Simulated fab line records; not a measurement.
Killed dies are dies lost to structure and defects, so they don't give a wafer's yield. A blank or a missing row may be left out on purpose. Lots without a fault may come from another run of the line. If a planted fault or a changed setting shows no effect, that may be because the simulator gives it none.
fab line records	flow sky130
record lots=24	wafers=72	lastDay=50
route steps=708 shown VT_ADJUST_LVTN@117 SD_N@356 METAL1@450 METAL4@602 CAP2M@603
lots with no fault: from the same line, run without faults
startH: the number of hours between the record's first day and the start of the first shown wafer of the lot	waitH: how many hours have passed since the lot's step before this one	" the same as in the row above	L1.1+2: several wafers, shown together as one row	- no value present, or no start provided	* or withheld: withheld	< > ~ a bound
route shown NAME@n: a module of which the file shows steps, and the number in the route of the first	usual: mean/standard deviation taken from wafers without a fault	same: alike in all rows	chamber/n: place in a boat	sites: per-site readings	_std_site: their standard deviation	_edge_site: inner sites' mean taken away from outer sites' mean	radiusMm: for every site, how far away it sits from the centre of the wafer	mask NAME#n: copy n	behind: the most recent tool/chamber to have shaped the wafer	hold: reason for holding the lot/hours on hold/outcome of the hold	device: the transistor (n, p or np) that didn't switch	end of line: tests run on the same wafers once the route is complete	a step with no rows: only its recipe	killed: at the first sort, the dies lost to defects and structure; wafer yield is something else	map: per-die view of a wafer (x killed, . not killed, _ where there is no die)
set.NAME: the setting that was run; set.NAME@STEP: the one run at that earlier step	model.NAME: the simulator's own value behind a step, which no gauge read
the route's steps for a sample of lots (tables are steps, rows are wafers)
services: the hour from which a tool's chamber was out of use, counted from the record's first day as startH (under 0 if before that day), plus the number of hours and why
## steps
# step SKY_VT_ADJUST_LVTN_STRIP_20
# recipe chemistry=O2/N2	powerW=1400	pressureMtorr=1500	platenTempC=withheld	o2FlowSccm=3000	n2FlowSccm=300	overashFraction=0.5
# usual chamberPressureMTorr=1500.1/1.3	drypumpMotorCurrentA=5.75/0.24	n2FlowSccm=299.8/0.89	oesProductAu=0.715/0.0041	stripTimeToEndpointS=14.22/0.036
lot.wafer	tool	chamber	startH	waitH	chamberPressureMTorr	drypumpMotorCurrentA	n2FlowSccm	oesProductAu	rfHoursCounterH	stripTimeToEndpointS
L074.2	plasmaAsher-01	0	160.20	0.1	1501.6	5.54	301.7	0.726	51	14.22
L074.5	"	1	"	"	1500.5	6.05	300.1	0.715	-	14.21
L074.6	"	0	"	"	1498.9	5.53	300.7	0.714	-	14.25
L075.2	plasmaAsher-03	1	165.85	0.1	1499.2	5.90	301.1	0.717	35	14.23
L075.3	"	1	"	"	1501.1	5.89	300.3	0.712	-	14.25
L075.4	"	0	"	"	1501.4	5.98	300.1	0.710	-	14.24
L076.3	plasmaAsher-02	1	176.80	0.1	1499.9	5.56	299.2	0.716	-	14.18
L076.4	"	0	"	"	1500.6	5.42	299.4	0.719	-	14.18
L076.6	"	0	"	"	1499.1	5.41	299.3	0.711	-	14.19
L077.2	plasmaAsher-02	0	185.10	0.1	1501.1	5.43	300.7	0.712	7	14.28
L077.3	"	0	"	"	1500.0	5.43	300.4	0.708	-	14.23
L077.6	"	1	"	"	1498.7	5.57	299.0	0.714	-	14.22
L078.2	plasmaAsher-02	0	189.20	0.1	1499.5	5.42	299.1	0.712	7	14.24
L078.3	"	1	"	"	1499.1	5.58	301.7	0.710	-	14.28
L078.5	"	1	"	"	1501.2	5.57	300.8	0.717	-	14.30
L079.2	plasmaAsher-02	1	191.45	0.1	1502.1	5.55	299.5	0.723	7	14.21
L079.5	"	1	"	"	1497.9	5.54	300.3	0.718	-	14.26
L079.6	"	0	"	"	1498.7	5.41	298.4	0.717	-	14.22
L080.2	plasmaAsher-02	0	202.50	0.1	1500.1	5.43	299.2	0.701	9	14.21
L080.4	"	1	"	"	1499.5	5.56	298.4	0.713	-	14.19
L080.6	"	1	"	"	1501.1	5.57	299.7	0.719	-	14.20
L081.3	plasmaAsher-03	0	208.05	0.1	1500.0	5.94	299.4	0.715	-	14.22
L081.4	"	1	"	"	1499.5	5.89	299.8	0.718	-	14.20
L081.6	"	0	"	"	1500.6	5.96	299.1	0.711	-	14.20
L082.1	plasmaAsher-03	1	213.02	0.1	1499.9	5.90	300.2	0.711	38	14.22
L082.3	"	1	"	"	1499.8	5.89	298.9	0.710	-	14.21
L082.4	"	0	"	"	1499.3	5.95	299.3	0.721	-	14.21
L083.1	plasmaAsher-03	0	219.01	0.1	1499.7	5.98	300.3	0.721	38	14.20
L083.3	"	0	"	"	1498.8	6.00	300.1	0.721	-	14.24
L083.5	"	0	"	"	1500.8	5.97	300.1	0.712	-	14.22
L084.2	plasmaAsher-01	1	229.95	0.1	1499.5	6.01	300.1	0.708	58	14.27
L084.4	"	1	"	"	1499.5	6.05	299.5	0.715	-	14.28
L084.6	"	0	"	"	1502.7	5.54	300.2	0.715	-	14.27
L085.1	plasmaAsher-02	0	235.05	0.1	1499.1	5.44	299.4	0.713	12	14.22
L085.2	"	1	"	"	1500.1	5.55	299.4	0.716	12	14.22
L085.6	"	0	"	"	1501.3	5.42	298.6	0.710	-	14.26
L086.1	plasmaAsher-03	1	245.95	0.1	1499.7	5.92	300.5	0.710	41	14.21
L086.4	"	0	"	"	1501.7	5.96	301.0	0.715	-	14.19
L086.5	"	1	"	"	1499.5	5.88	300.9	0.711	-	14.19
L087.3	plasmaAsher-02	0	252.18	0.1	1502.1	5.43	300.9	0.715	-	14.24
L087.4	"	1	"	"	1499.6	5.56	299.2	0.713	-	14.18
L087.5	"	1	"	"	1499.4	5.57	298.8	0.712	-	14.21
L088.1	plasmaAsher-03	1	259.16	0.1	1502.2	5.91	298.8	0.722	42	14.13
L088.2	"	0	"	"	1498.5	5.97	301.1	0.721	42	14.17
L088.5	"	0	"	"	1499.7	5.98	299.9	0.713	-	14.17
L089.2	plasmaAsher-03	0	261.95	0.1	1502.4	5.94	298.6	0.714	43	14.28
L089.4	"	1	"	"	1498.7	5.88	298.2	0.721	-	14.26
L089.6	"	0	"	"	1501.5	5.96	299.7	0.717	-	14.24
L090.1	plasmaAsher-01	0	270.11	0.1	1499.9	5.55	299.5	0.709	62	14.25
L090.2	"	1	"	"	1498.6	6.04	299.8	0.716	62	14.21
L090.4	"	1	"	"	1499.5	6.06	299.7	0.718	-	14.21
L091.1	plasmaAsher-01	0	278.16	0.1	1504.5	5.55	298.7	0.710	63	14.22
L091.3	"	1	"	"	1500.2	6.04	300.4	0.718	-	14.28
L091.6	"	1	"	"	1498.6	6.06	300.2	0.712	-	14.22
L092.1	plasmaAsher-01	1	291.06	0.1	1499.4	6.00	299.8	0.716	64	14.21
L092.2	"	0	"	"	1500.1	5.57	298.8	0.711	64	14.21
L092.5	"	1	"	"	1499.6	6.01	298.8	0.713	-	14.18
L093.2	plasmaAsher-01	0	299.95	0.1	1502.2	5.55	297.9	0.717	65	14.27
L093.5	"	1	"	"	1500.1	5.98	298.9	0.715	-	14.21
L093.6	"	0	"	"	1501.4	5.54	299.7	0.713	-	14.28
L094.1	plasmaAsher-03	1	301.60	0.1	1500.3	5.89	298.4	0.720	47	14.22
L094.5	"	1	"	"	1500.8	5.92	299.5	0.715	-	14.21
L094.6	"	0	"	"	1499.6	5.95	299.6	0.710	-	14.19
L095.3	plasmaAsher-01	0	306.03	0.1	1500.1	5.55	299.5	0.717	-	14.23
L095.4	"	1	"	"	1499.8	6.05	300.5	0.718	-	14.22
L095.6	"	0	"	"	1497.5	5.55	300.7	0.707	-	14.23
L096.2	plasmaAsher-01	1	313.85	0.1	1500.1	6.05	299.0	0.710	66	14.24
L096.4	"	0	"	"	1501.1	5.55	301.2	0.713	-	14.21
L096.5	"	1	"	"	1502.1	6.08	299.6	0.709	-	14.18
L097.1	plasmaAsher-01	1	320.90	0.1	1501.6	6.04	299.0	0.712	67	14.14
L097.5	"	0	"	"	1499.7	5.55	299.3	0.720	-	14.16
L097.6	"	1	"	"	1502.5	6.02	298.5	0.717	-	14.19
# step SKY_SD_N_RTA_14
# recipe tempC=1075	timeS=2	idleTempC=650	rampUpCPerS=150	rampDownCPerS=90	ambient=N2
# usual lampPowerPct=15.74/0.057	wafer_temp_C_max=1078.2/1.3
lot.wafer	tool	chamber	startH	waitH	lampPowerPct	wafer_temp_C_max
L074.2	rtpAnneal-01	0	652.55	0.0	15.71	1078.9
L074.5	"	0	"	"	15.78	1079.0
L074.6	"	0	"	"	15.87	1079.3
L075.2	rtpAnneal-01	0	660.42	0.0	15.74	1078.8
L075.3	"	0	"	"	15.70	1077.5
L075.4	"	0	"	"	15.57	1077.7
L076.3	rtpAnneal-01	0	671.99	0.0	15.66	1076.2
L076.4	"	0	"	"	15.71	1076.5
L076.6	"	0	"	"	15.92	1078.1
L077.2	rtpAnneal-01	0	680.44	0.0	15.71	1077.6
L077.3	"	0	"	"	15.71	1077.6
L077.6	"	0	"	"	15.72	1076.7
L078.2	rtpAnneal-01	0	680.74	0.0	15.77	1077.6
L078.3	"	0	"	"	15.67	1077.9
L078.5	"	0	"	"	15.76	1077.1
L079.2	rtpAnneal-01	0	683.49	0.0	15.80	1077.3
L079.5	"	0	"	"	15.67	1076.7
L079.6	"	0	"	"	15.71	1078.0
L080.2	rtpAnneal-01	0	701.40	0.0	15.73	1076.7
L080.4	"	0	"	"	15.77	1078.7
L080.6	"	0	"	"	15.67	1077.0
L081.3	rtpAnneal-02	0	708.58	0.0	15.81	1077.3
L081.4	"	0	"	"	15.79	1079.6
L081.6	"	0	"	"	15.73	1075.3
L082.1	rtpAnneal-02	0	710.21	0.0	15.72	1077.4
L082.3	"	0	"	"	15.68	1079.2
L082.4	"	0	"	"	15.86	1077.3
L083.1	rtpAnneal-01	0	714.34	0.0	15.66	1077.2
L083.3	"	0	"	"	15.73	1076.2
L083.5	"	0	"	"	15.69	1079.1
L084.2	rtpAnneal-02	0	727.78	0.0	15.69	1079.1
L084.4	"	0	"	"	15.77	1077.1
L084.6	"	0	"	"	15.76	1076.1
L085.1	rtpAnneal-01	0	733.49	0.0	15.72	1076.0
L085.2	"	0	"	"	15.81	1077.5
L085.6	"	0	"	"	15.69	1076.5
L086.1	rtpAnneal-02	0	744.84	0.0	15.67	1078.4
L086.4	"	0	"	"	15.72	1076.3
L086.5	"	0	"	"	15.80	1077.8
L087.3	rtpAnneal-01	0	753.56	0.0	15.72	1077.2
L087.4	"	0	"	"	15.76	1076.6
L087.5	"	0	"	"	15.72	1078.5
L088.1	rtpAnneal-02	0	758.93	0.0	15.79	1077.6
L088.2	"	0	"	"	15.66	1078.7
L088.5	"	0	"	"	15.72	1077.6
L089.2	rtpAnneal-01	0	763.97	0.0	15.65	1079.0
L089.4	"	0	"	"	15.70	1078.6
L089.6	"	0	"	"	15.73	1079.5
L090.1	rtpAnneal-02	0	772.54	0.0	15.75	1077.1
L090.2	"	0	"	"	15.76	1076.5
L090.4	"	0	"	"	15.78	1078.6
L091.1	rtpAnneal-01	0	778.87	0.0	15.76	1078.5
L091.3	"	0	"	"	15.66	1078.0
L091.6	"	0	"	"	15.71	1079.0
L092.1	rtpAnneal-02	0	798.06	0.0	15.75	1080.0
L092.2	"	0	"	"	15.75	1076.0
L092.5	"	0	"	"	15.69	1078.5
L093.2	rtpAnneal-01	0	805.43	0.0	15.79	1075.9
L093.5	"	0	"	"	15.80	1077.4
L093.6	"	0	"	"	15.76	1082.2
L094.1	rtpAnneal-02	0	806.21	0.0	15.81	1079.3
L094.5	"	0	"	"	15.64	1077.7
L094.6	"	0	"	"	15.75	1080.1
L095.3	rtpAnneal-01	0	811.61	0.0	15.69	1076.1
L095.4	"	0	"	"	15.76	1078.0
L095.6	"	0	"	"	15.82	1079.0
L096.2	rtpAnneal-02	0	818.78	0.0	15.69	1080.2
L096.4	"	0	"	"	15.77	1079.5
L096.5	"	0	"	"	15.79	1078.3
L097.1	rtpAnneal-01	0	826.79	0.0	15.66	1078.2
L097.5	"	0	"	"	15.76	1078.4
L097.6	"	0	"	"	15.73	1079.3
# step SKY_METAL1_OVL_MEAS_16
# usual METAL1_OVL=0/5.8
lot.wafer	tool	chamber	startH	waitH	METAL1_OVL[nm]
L074.2	overlay-01	-	770.24	0.1	-8
L074.5	"	-	"	"	-4
L074.6	"	-	"	"	-1
L075.2	overlay-01	-	777.67	0.1	3
L075.3	"	-	"	"	-8
L075.4	"	-	"	"	-1
L076.3	overlay-01	-	788.74	0.1	1
L076.4	"	-	"	"	-5
L076.6	"	-	"	"	0
L077.2	overlay-02	-	795.12	0.1	-5
L077.3	"	-	"	"	-6
L077.6	"	-	"	"	-5
L078.2	overlay-02	-	796.27	0.1	5
L078.3	"	-	"	"	0
L078.5	"	-	"	"	-3
L079.2	overlay-01	-	799.85	0.1	4
L079.5	"	-	"	"	9
L079.6	"	-	"	"	14
L080.2	overlay-01	-	815.52	0.1	-2
L080.4	"	-	"	"	5
L080.6	"	-	"	"	1
L081.3	overlay-02	-	822.16	0.1	9
L081.4	"	-	"	"	-2
L081.6	"	-	"	"	-1
L082.1	overlay-01	-	822.87	0.1	4
L082.3	"	-	"	"	-4
L082.4	"	-	"	"	-2
L083.1	overlay-01	-	828.70	0.1	2
L083.3	"	-	"	"	5
L083.5	"	-	"	"	8
L084.2	overlay-01	-	840.10	0.1	-8
L084.4	"	-	"	"	-12
L084.6	"	-	"	"	2
L085.1	overlay-02	-	845.48	0.1	3
L085.2	"	-	"	"	3
L085.6	"	-	"	"	8
L086.1	overlay-01	-	857.52	0.1	4
L086.4	"	-	"	"	-1
L086.5	"	-	"	"	4
L087.3	overlay-02	-	863.71	0.1	1
L087.4	"	-	"	"	14
L087.5	"	-	"	"	4
L088.1	overlay-01	-	870.13	0.1	6
L088.2	"	-	"	"	9
L088.5	"	-	"	"	4
L089.2	overlay-01	-	873.74	0.1	7
L089.4	"	-	"	"	5
L089.6	"	-	"	"	1
L090.1	overlay-02	-	883.95	0.1	6
L090.2	"	-	"	"	7
L090.4	"	-	"	"	-2
L091.1	overlay-01	-	889.72	0.1	-13
L091.3	"	-	"	"	-6
L091.6	"	-	"	"	3
L092.1	overlay-02	-	907.72	0.1	0
L092.2	"	-	"	"	4
L092.5	"	-	"	"	-1
L093.2	overlay-02	-	914.00	0.1	-4
L093.5	"	-	"	"	-9
L093.6	"	-	"	"	0
L094.1	overlay-01	-	914.48	0.1	6
L094.5	"	-	"	"	7
L094.6	"	-	"	"	4
L095.3	overlay-01	-	919.71	0.1	3
L095.4	"	-	"	"	-5
L095.6	"	-	"	"	-4
L096.2	overlay-01	-	926.39	0.1	-2
L096.4	"	-	"	"	-5
L096.5	"	-	"	"	-2
L097.1	overlay-02	-	934.53	0.1	-11
L097.5	"	-	"	"	-6
L097.6	"	-	"	"	-3
# step SKY_METAL1_STRIP_20
# recipe chemistry=O2/N2	powerW=1400	pressureMtorr=1500	platenTempC=withheld	o2FlowSccm=3000	n2FlowSccm=300	overashFraction=0.5
# usual chamberPressureMTorr=1499.9/1.4	drypumpMotorCurrentA=5.80/0.22	n2FlowSccm=300.0/0.82	oesProductAu=0.342/0.0049	stripTimeToEndpointS=2.67/0.051
lot.wafer	tool	chamber	startH	waitH	chamberPressureMTorr	drypumpMotorCurrentA	n2FlowSccm	oesProductAu	rfHoursCounterH	stripTimeToEndpointS
L074.2	plasmaAsher-03	0	770.45	0.1	1498.9	5.95	300.3	0.349	97	2.72
L074.5	"	1	"	"	1500.5	5.92	300.3	0.343	-	2.68
L074.6	"	0	"	"	1500.4	5.94	299.6	0.350	-	2.61
L075.2	plasmaAsher-01	0	778.07	0.1	1500.2	5.54	299.1	0.342	29	2.62
L075.3	"	1	"	"	1498.5	5.98	299.4	0.343	-	2.62
L075.4	"	0	"	"	1499.6	5.55	300.4	0.341	-	2.62
L076.3	plasmaAsher-01	0	788.98	0.1	1500.0	5.55	301.1	0.332	-	2.58
L076.4	"	1	"	"	1500.4	6.04	299.3	0.336	-	2.72
L076.6	"	1	"	"	1500.7	6.05	301.6	0.343	-	2.75
L077.2	plasmaAsher-03	1	795.34	0.1	1500.6	5.95	300.8	0.345	99	2.62
L077.3	"	0	"	"	1498.2	5.97	300.1	0.341	-	2.71
L077.6	"	0	"	"	1498.9	5.94	299.8	0.339	-	2.59
L078.2	plasmaAsher-01	1	796.49	0.1	1500.5	6.02	300.0	0.335	30	2.65
L078.3	"	1	"	"	1500.8	6.07	298.9	0.348	-	2.65
L078.5	"	1	"	"	1498.1	6.02	298.7	0.339	-	2.63
L079.2	plasmaAsher-03	0	800.07	0.1	1499.0	5.96	299.2	0.337	100	2.63
L079.5	"	0	"	"	1500.9	5.96	298.9	0.344	-	2.62
L079.6	"	1	"	"	1501.4	5.90	300.6	0.338	-	2.72
L080.2	plasmaAsher-03	1	815.74	0.1	1500.0	5.89	301.1	0.343	101	2.61
L080.4	"	1	"	"	1500.5	5.90	299.1	0.348	-	2.66
L080.6	"	0	"	"	1500.0	5.92	299.9	0.342	-	2.70
L081.3	plasmaAsher-01	1	822.40	0.1	1499.0	5.98	299.2	0.336	-	2.57
L081.4	"	0	"	"	1499.7	5.55	301.1	0.342	-	2.68
L081.6	"	0	"	"	1498.1	5.56	299.6	0.329	-	2.56
L082.1	plasmaAsher-01	0	823.09	0.1	1498.5	5.54	301.2	0.337	33	2.66
L082.3	"	1	"	"	1500.4	6.09	301.3	0.336	-	2.69
L082.4	"	0	"	"	1502.1	5.54	300.2	0.348	-	2.63
L083.1	plasmaAsher-02	0	828.92	0.1	1502.0	5.41	300.7	0.338	70	2.64
L083.3	"	0	"	"	1498.8	5.41	301.2	0.336	-	2.62
L083.5	"	1	"	"	1500.3	5.57	299.4	0.340	-	2.69
L084.2	plasmaAsher-03	1	840.32	0.1	1500.9	5.88	301.4	0.347	104	2.71
L084.4	"	1	"	"	1502.4	5.90	299.9	0.341	-	2.70
L084.6	"	0	"	"	1499.0	5.96	300.2	0.341	-	2.75
L085.1	plasmaAsher-01	1	845.70	0.1	1499.1	6.02	299.4	0.346	36	2.74
L085.2	"	0	"	"	1497.6	5.53	300.4	0.342	36	2.58
L085.6	"	1	"	"	1501.1	6.01	300.5	0.334	-	2.68
L086.1	plasmaAsher-03	1	857.74	0.1	1500.8	5.86	298.3	0.350	105	2.64
L086.4	"	1	"	"	1501.6	5.92	299.3	0.336	-	2.68
L086.5	"	1	"	"	1501.4	5.90	299.4	0.349	-	2.68
L087.3	plasmaAsher-01	1	863.95	0.1	1499.3	6.02	300.7	0.341	-	2.68
L087.4	"	0	"	"	1500.3	5.54	300.8	0.340	-	2.66
L087.5	"	1	"	"	1498.2	6.03	300.2	0.340	-	2.72
L088.1	plasmaAsher-01	0	870.35	0.1	1500.5	5.55	298.3	0.344	38	2.74
L088.2	"	1	"	"	1501.4	6.06	299.4	0.350	38	2.70
L088.5	"	1	"	"	1500.3	6.05	300.2	0.348	-	2.71
L089.2	plasmaAsher-02	1	874.14	0.1	1499.0	5.56	299.7	0.345	74	2.73
L089.4	"	1	"	"	1499.2	5.56	300.0	0.347	-	2.73
L089.6	"	1	"	"	1501.6	5.55	298.7	0.350	-	2.73
L090.1	plasmaAsher-02	0	884.17	0.1	1498.9	5.41	299.4	0.341	75	2.65
L090.2	"	1	"	"	1501.2	5.59	300.3	0.342	75	2.70
L090.4	"	0	"	"	1500.4	5.42	299.8	0.333	-	2.67
L091.1	plasmaAsher-03	0	889.94	0.1	1498.9	5.96	299.5	0.341	109	2.58
L091.3	"	0	"	"	1498.2	5.99	299.9	0.349	-	2.70
L091.6	"	0	"	"	1499.9	5.99	299.5	0.341	-	2.58
L092.1	plasmaAsher-03	1	908.00	0.1	1499.7	5.90	300.5	0.339	110	2.68
L092.2	"	0	"	"	1501.6	5.96	299.3	0.348	110	2.65
L092.5	"	0	"	"	1500.3	5.93	298.8	0.338	-	2.63
L093.2	plasmaAsher-01	1	914.22	0.1	1500.3	5.96	299.4	0.346	43	2.67
L093.5	"	0	"	"	1497.0	5.55	300.3	0.347	-	2.71
L093.6	"	1	"	"	1500.1	6.01	301.0	0.339	-	2.69
L094.1	plasmaAsher-01	1	914.70	0.1	1500.4	6.03	300.3	0.328	43	2.56
L094.5	"	0	"	"	1499.6	5.54	301.2	0.335	-	2.54
L094.6	"	1	"	"	1499.4	5.97	300.9	0.345	-	2.66
L095.3	plasmaAsher-01	0	919.95	0.1	1500.8	5.55	300.5	0.347	-	2.70
L095.4	"	1	"	"	1500.9	6.02	298.7	0.345	-	2.69
L095.6	"	1	"	"	1500.1	5.97	298.6	0.350	-	2.69
L096.2	plasmaAsher-01	1	926.60	0.1	1499.6	6.04	300.6	0.347	44	2.68
L096.4	"	1	"	"	1501.6	5.98	300.0	0.348	-	2.70
L096.5	"	1	"	"	1499.4	5.99	299.8	0.347	-	2.68
L097.1	plasmaAsher-03	0	934.75	0.1	1501.0	5.95	298.3	0.344	113	2.74
L097.5	"	1	"	"	1500.5	5.91	298.9	0.343	-	2.76
L097.6	"	0	"	"	1499.3	5.99	298.7	0.338	-	2.73
# step SKY_METAL4_SPUTTER_04
# recipe material=TiN	targetThkNm=70	powerW=6500	timeS=58.3	chamberPressurePa=0.4
# usual throttleValvePct=30.2/0.91
lot.wafer	tool	chamber	startH	waitH	throttleValvePct
L074.2	pvdSputter-02	-	936.58	0.0	29.5
L074.5	"	-	"	"	29.6
L074.6	"	-	"	"	28.9
L075.2	pvdSputter-01	-	940.29	0.0	30.2
L075.3	"	-	"	"	31.4
L075.4	"	-	"	"	31.9
L076.3	pvdSputter-02	-	952.29	0.0	29.2
L076.4	"	-	"	"	29.0
L076.6	"	-	"	"	29.4
L077.2	pvdSputter-02	-	959.65	0.0	29.1
L077.3	"	-	"	"	29.6
L077.6	"	-	"	"	29.1
L078.2	pvdSputter-01	-	960.08	0.0	30.3
L078.3	"	-	"	"	30.3
L078.5	"	-	"	"	31.2
L079.2	pvdSputter-01	-	963.73	0.0	31.2
L079.5	"	-	"	"	31.1
L079.6	"	-	"	"	30.2
L080.2	pvdSputter-01	-	976.19	0.0	30.2
L080.4	"	-	"	"	32.1
L080.6	"	-	"	"	31.0
L081.3	pvdSputter-02	-	982.59	0.0	28.9
L081.4	"	-	"	"	29.7
L081.6	"	-	"	"	30.0
L082.1	pvdSputter-01	-	982.89	0.0	30.5
L082.3	"	-	"	"	31.3
L082.4	"	-	"	"	30.4
L083.1	pvdSputter-02	-	990.28	0.0	30.5
L083.3	"	-	"	"	29.7
L083.5	"	-	"	"	29.5
L084.2	pvdSputter-02	-	1000.23	0.0	29.8
L084.4	"	-	"	"	29.4
L084.6	"	-	"	"	29.1
L085.1	pvdSputter-01	-	1002.32	0.0	31.1
L085.2	"	-	"	"	30.0
L085.6	"	-	"	"	30.4
L086.1	pvdSputter-02	-	1013.95	0.0	29.5
L086.4	"	-	"	"	28.9
L086.5	"	-	"	"	29.8
L087.3	pvdSputter-01	-	1021.23	0.0	31.9
L087.4	"	-	"	"	30.5
L087.5	"	-	"	"	31.6
L088.1	pvdSputter-02	-	1024.37	0.0	29.7
L088.2	"	-	"	"	29.4
L088.5	"	-	"	"	29.4
L089.2	pvdSputter-02	-	1028.32	0.0	29.3
L089.4	"	-	"	"	28.7
L089.6	"	-	"	"	29.6
L090.1	pvdSputter-01	-	1038.28	0.0	30.1
L090.2	"	-	"	"	31.6
L090.4	"	-	"	"	31.0
L091.1	pvdSputter-02	-	1042.70	0.0	29.6
L091.3	"	-	"	"	29.7
L091.6	"	-	"	"	28.6
L092.1	pvdSputter-01	-	1059.02	0.0	32.0
L092.2	"	-	"	"	30.4
L092.5	"	-	"	"	31.1
L093.2	pvdSputter-03	-	1065.66	0.0	30.6
L093.5	"	-	"	"	28.9
L093.6	"	-	"	"	29.2
L094.1	pvdSputter-01	-	1065.76	0.0	31.0
L094.5	"	-	"	"	30.1
L094.6	"	-	"	"	31.9
L095.3	pvdSputter-01	-	1070.96	0.0	32.0
L095.4	"	-	"	"	31.2
L095.6	"	-	"	"	30.5
L096.2	pvdSputter-03	-	1076.71	0.0	30.4
L096.4	"	-	"	"	28.8
L096.5	"	-	"	"	29.4
L097.1	pvdSputter-01	-	1083.16	0.0	31.8
L097.5	"	-	"	"	32.0
L097.6	"	-	"	"	31.1
# step SKY_CAP2M_CVD_00
# recipe material=SiO2	targetThkNm=15.5	tempC=400	timeS=withheld	rfW=450
# usual heaterPowerOuterW=435/50	heaterPowerW=743/76
lot.wafer	tool	chamber	startH	waitH	heaterPowerOuterW	heaterPowerW
L074.2	pecvd-01	2	936.63	0.0	432	721
L074.5	"	0	"	"	493	821
L074.6	"	2	"	"	416	706
L075.2	pecvd-03	1	940.34	0.0	379	815
L075.3	"	2	"	"	394	673
L075.4	"	2	"	"	404	661
L076.3	pecvd-03	0	952.34	0.0	504	822
L076.4	"	1	"	"	438	893
L076.6	"	2	"	"	348	606
L077.2	pecvd-02	0	959.69	0.0	383	689
L077.3	"	0	"	"	373	671
L077.6	"	1	"	"	428	733
L078.2	pecvd-02	0	960.13	0.0	435	770
L078.3	"	0	"	"	434	757
L078.5	"	1	"	"	482	810
L079.2	pecvd-03	2	963.78	0.0	415	693
L079.5	"	2	"	"	434	681
L079.6	"	0	"	"	487	802
L080.2	pecvd-01	2	976.24	0.0	370	650
L080.4	"	2	"	"	363	651
L080.6	"	0	"	"	470	785
L081.3	pecvd-01	0	982.64	0.0	473	798
L081.4	"	1	"	"	471	758
L081.6	"	2	"	"	455	747
L082.1	pecvd-03	0	982.93	0.0	479	795
L082.3	"	1	"	"	414	834
L082.4	"	2	"	"	362	622
L083.1	pecvd-02	1	990.33	0.0	502	830
L083.3	"	2	"	"	404	604
L083.5	"	2	"	"	400	613
L084.2	pecvd-01	0	1000.28	0.0	526	865
L084.4	"	0	"	"	540	873
L084.6	"	1	"	"	421	708
L085.1	pecvd-02	0	1002.37	0.0	347	652
L085.2	"	1	"	"	497	838
L085.6	"	2	"	"	474	685
L086.1	pecvd-03	0	1013.99	0.0	488	800
L086.4	"	1	"	"	452	857
L086.5	"	1	"	"	453	882
L087.3	pecvd-03	0	1021.28	0.0	495	780
L087.4	"	2	"	"	398	672
L087.5	"	1	"	"	376	833
L088.1	pecvd-03	2	1024.42	0.0	365	619
L088.2	"	1	"	"	357	743
L088.5	"	0	"	"	444	752
L089.2	pecvd-01	0	1028.37	0.0	511	838
L089.4	"	2	"	"	397	678
L089.6	"	0	"	"	518	865
L090.1	pecvd-02	0	1038.33	0.0	399	715
L090.2	"	2	"	"	386	578
L090.4	"	2	"	"	396	584
L091.1	pecvd-02	1	1042.75	0.0	435	756
L091.3	"	0	"	"	410	717
L091.6	"	2	"	"	448	682
L092.1	pecvd-01	0	1059.07	0.0	522	860
L092.2	"	1	"	"	360	642
L092.5	"	0	"	"	538	897
L093.2	pecvd-01	0	1065.71	0.0	429	740
L093.5	"	1	"	"	437	719
L093.6	"	0	"	"	427	725
L094.1	pecvd-02	2	1065.81	0.0	476	732
L094.5	"	2	"	"	473	703
L094.6	"	1	"	"	502	845
L095.3	pecvd-02	1	1071.01	0.0	496	839
L095.4	"	2	"	"	482	697
L095.6	"	0	"	"	441	765
L096.2	pecvd-02	0	1076.76	0.0	337	640
L096.4	"	1	"	"	482	852
L096.5	"	2	"	"	429	628
L097.1	pecvd-01	0	1083.21	0.0	475	760
L097.5	"	0	"	"	460	760
L097.6	"	1	"	"	404	684
## services
tool	chamber	startH	hours	kind
plasmaAsher-03	-	169.87	14.6	pm
pvdSputter-01	-	179.62	3.5	repair
pvdSputter-01	-	231.39	2.4	repair
pvdSputter-01	-	321.28	7.0	repair
plasmaAsher-03	-	337.01	2.8	pm
plasmaAsher-01	-	421.25	9.0	pm
pvdSputter-01	-	472.36	4.9	repair
plasmaAsher-01	-	488.52	6.4	repair
plasmaAsher-01	-	494.95	28.1	pm
pvdSputter-01	-	526.22	0.8	repair
pvdSputter-01	-	653.91	21.4	repair
plasmaAsher-01	-	677.68	2.8	pm
plasmaAsher-03	-	685.28	4.2	repair
plasmaAsher-01	-	704.48	3.2	repair
rtpAnneal-01	-	707.68	5.0	pm
plasmaAsher-01	-	722.98	2.2	repair
plasmaAsher-01	-	743.43	28.3	pm
plasmaAsher-03	-	754.59	1.1	repair
plasmaAsher-01	-	790.51	2.7	repair
plasmaAsher-03	-	885.83	1.0	repair
plasmaAsher-01	-	994.99	2.2	repair
plasmaAsher-01	-	1016.82	6.5	repair
plasmaAsher-03	-	1041.39	23.8	repair
plasmaAsher-03	-	1065.17	9.0	pm
## key
fault none
